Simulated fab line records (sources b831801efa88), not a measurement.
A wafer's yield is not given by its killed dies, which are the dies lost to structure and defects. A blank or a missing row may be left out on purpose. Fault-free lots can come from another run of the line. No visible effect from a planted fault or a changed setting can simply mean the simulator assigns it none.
Struck lot and sound lot, side by side | flow sky130 | 17 steps out of a route of 708
Sound: the wafers L971.1, L971.4, L971.5. Wafers L980.2, L980.3, L980.5 were the ones struck. The cause comes at the end.
Each step with rows lists, per side, the tool, then ch with its chambers, then its first start. Under that, the readings that differ: sound wafers | struck wafers | difference of the means | sigmas: that difference in standard deviations of wafers without a fault.
alike: same words and numbers on both sides, and readings whose means sit less than 2 such deviations apart. not compared: any withheld reading, any reading some wafer has no value for, any bound like >300 that may hide the same value, and any number with overlapping values for which the record gives no deviation.
The two part at a step that has a row with sigmas, a row that says differs or no value, or rows on one side only. Numbers that have no deviation but don't overlap get no sigmas and don't part them. A reading that every wafer of one side lacks parts them only if that side has two wafers or more.

first, 9 steps without rows for these wafers: SKY_CAP2M_CLEAN_17 (cleans in O3/DIW); SKY_METAL4_DEHYDRATE_05 (time 60 s); SKY_METAL4_HMDS_06 (prime time 60 s); SKY_METAL4_COAT_07 (resist thk 60 nm); SKY_METAL4_COAT_08 (resist thk 1140 nm); SKY_METAL4_SOFTBAKE_09 (time 90 s); SKY_METAL4_EXPOSE_10 (exposes mask MM4, target cd 300 nm); SKY_METAL4_PEB_11; SKY_METAL4_DEVELOP_12 (develop time 60 s).
SKY_METAL4_CD_MEAS_13: target cd 300 nm.
  struck on cdSem-01, day 45 02:12; sound on cdSem-01, day 43 06:08
  alike: cdNm
SKY_METAL4_OVL_MEAS_14:
  struck on overlay-02, day 45 02:18; sound on overlay-02, day 43 06:15
  alike: METAL4_OVL
SKY_METAL4_DESCUM_15: chemistry O2, time 8 s.
  sound on rieMetal-04 ch 0,1, day 43 06:17; struck on rieMetal-04 ch 1, day 45 02:20
  alike: chamberPressureMTorr, drypumpMotorCurrentA, oesProductAu
  not compared: rfHoursCounterH
SKY_METAL4_ETCH_16: etches BARC in N2/H2, stops on SiO2, time 88.2 s, target depth 60 nm.
  sound on rieMetal-04 ch 0,1, day 43 06:19; struck on rieMetal-04 ch 1, day 45 02:22
reading                                      | sound                | struck               | difference | sigmas
oesProductAu (a.u.)                          | 0.621 0.618 0.617    | 0.955 0.957 0.955    | +0.337     | +73
runLengthS (s)                               | 116.4 116.3 116.4    | 81.2 81.4 81.7       | -34.9      | -52
throttleValvePct (%)                         | 13.193 13.206 13.211 | 13.232 13.219 13.228 | +0.023     | +3
model.KrF-thick_of_METAL4_COAT_08.thkNm (nm) | 1072 1072 1074       | 1100 1100 1099       | +27        | 
model.METAL4.cdNm (nm)                       | 299.5 299.9 300.8    | 307.3 305 304.1      | +5.4       | 
  alike: chamberPressureMTorr, drypumpMotorCurrentA
  not compared: rfHoursCounterH
SKY_METAL4_ETCH_17: etches SiO2 in C4F8/O2/Ar, stops on TiN, time 3.9 s, target depth 15 nm.
  sound on rieDiel-02 ch 1,2,3, day 43 06:25; struck on rieDiel-04 ch 0,1, day 45 02:28
  alike: chamberPressureMTorr, oesProductAu
SKY_METAL4_METAL_ETCH_18: etches the open film in Cl2/BCl3, stops on SiO2, target depth 845 nm, time 183.1 s.
  sound on rieMetal-02 ch 0, day 43 06:26; struck on rieMetal-03 ch 0,1, day 45 02:29
reading        | sound             | struck            | difference | sigmas
runLengthS (s) | 210.9 210.7 210.7 | 214.5 214.7 214.4 | +3.8       | +4
  alike: chamberPressureMTorr, drypumpMotorCurrentA, oesProductAu, throttleValvePct
  not compared: rfHoursCounterH, model.KrF-thick_of_METAL4_COAT_08.thkNm, model.METAL4.cdNm
SKY_METAL4_STRIP_19: strips in O2/N2.
  sound on plasmaAsher-04 ch 0,1, day 43 06:37; struck on plasmaAsher-01 ch 0,1, day 45 02:43
  alike: chamberPressureMTorr, drypumpMotorCurrentA, oesProductAu, stripTimeToEndpointS
  not compared: rfHoursCounterH
-- the record jumps here: 4 days lie between the struck wafers' starts before and after (it left off in module METAL4 and takes up again in module PAD_OPEN, whose first step shown is number 708 of the route) --
SKY_PAD_OPEN_PROBE_99:
  record: rows for the struck wafers here (prober-02, day 48 17:19), none for the sound ones

WHERE THEY PART
Last at SKY_PAD_OPEN_PROBE_99 as far as this record goes, first at SKY_METAL4_ETCH_16.

WHY: what had been put in by the simulator
Drift in process parameters on rieMetal-04 at SKY_METAL4_ETCH_16, starting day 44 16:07. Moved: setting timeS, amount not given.
